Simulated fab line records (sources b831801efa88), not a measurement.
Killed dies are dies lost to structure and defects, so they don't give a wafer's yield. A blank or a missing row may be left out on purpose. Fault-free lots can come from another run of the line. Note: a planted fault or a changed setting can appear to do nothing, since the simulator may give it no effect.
Which tool is to blame?	flow sfqLine	at 1 step of a route of 325, 15 lots with 45 wafers sampled

WHAT EACH GAUGE READ, for each wafer
No reading from a measuring or inspecting step in the record can be judged against a usual standard deviation.

WHICH TOOL RAN EACH LOT (tool, then ch and the chambers of the sampled wafers, then the start)
lot	SFQ_TRILAYER_M5_LITHO_EXPOSE_124
L110	krfScanner-02 ch 0, day 58 11:04
L111	krfScanner-02 ch 0, day 58 13:28
L112	krfScanner-02 ch 0, day 58 14:52
L116	krfScanner-02 ch 0, day 59 10:16
L122	krfScanner-02, day 61 14:40
L123	krfScanner-02, day 61 23:28
L124	krfScanner-02, day 62 02:52
L125	krfScanner-02 ch 0, day 62 07:40
L127	krfScanner-02 ch 0, day 64 04:16
L128	krfScanner-02 ch 0, day 64 09:52
L129	krfScanner-02 ch 0, day 65 00:16
L130	krfScanner-02 ch 0, day 68 20:04
L131	krfScanner-02 ch 0, day 69 03:16
L132	krfScanner-02 ch 0, day 69 05:52
L133	krfScanner-02 ch 0, day 69 09:28
- SFQ_TRILAYER_M5_LITHO_EXPOSE_124: exposes mask M5, target cd 700 nm.

AS READ BY THE TOOLS THEMSELVES (means over the sampled wafers that have a number; for cases with no such wafer, the mark the record gives instead)
SFQ_TRILAYER_M5_LITHO_EXPOSE_124. Usual: exposureDoseMJCm2 14.402, standard deviation 0.015; focusOffsetNm 0.0 nm, standard deviation 0.54.
lot	tool	exposureDoseMJCm2	focusOffsetNm (nm)	flag
L110	krfScanner-02	14.394	0.4	
L111	krfScanner-02	14.394	-0.8	
L112	krfScanner-02	14.393	0.7	
L116	krfScanner-02	14.431	0.6	
L122	krfScanner-02	-	-	OFF
L123	krfScanner-02	-	-	OFF
L124	krfScanner-02	-	-	OFF
L125	krfScanner-02	14.401	-0.4	
L127	krfScanner-02	14.412	0.0	
L128	krfScanner-02	14.413	-0.3	
L129	krfScanner-02	14.400	-0.6	
L130	krfScanner-02	14.405	-0.2	
L131	krfScanner-02	14.407	-0.0	
L132	krfScanner-02	14.400	0.3	
L133	krfScanner-02	14.397	0.0	

THE ANSWER, worked out from the rows above alone
Rule: take the mean of a lot's wafers that have a number; if it is more than 3 standard deviations from the usual mean, the lot is off. A lot without any number at a reading at which 4 lots or more have one is off too. Any other lot the step has rows for is counted as sound. The gauges are gone through in route order, then the tools' own readings, and for those a lot's mean is taken as printed above. At the first step where some lot is off, the reading lying furthest off is the one used; lots without a number count as furthest.
Off, at SFQ_TRILAYER_M5_LITHO_EXPOSE_124 on exposureDoseMJCm2: L122, L123, L124. Without a number there: L122, L123, L124.
If a tool, at that step or one of the process steps before it, ran each lot that is off and ran no sound lot following the first of them, it fits. Of those tried, none fits.

WHAT WAS PUT IN BY THE SIMULATOR
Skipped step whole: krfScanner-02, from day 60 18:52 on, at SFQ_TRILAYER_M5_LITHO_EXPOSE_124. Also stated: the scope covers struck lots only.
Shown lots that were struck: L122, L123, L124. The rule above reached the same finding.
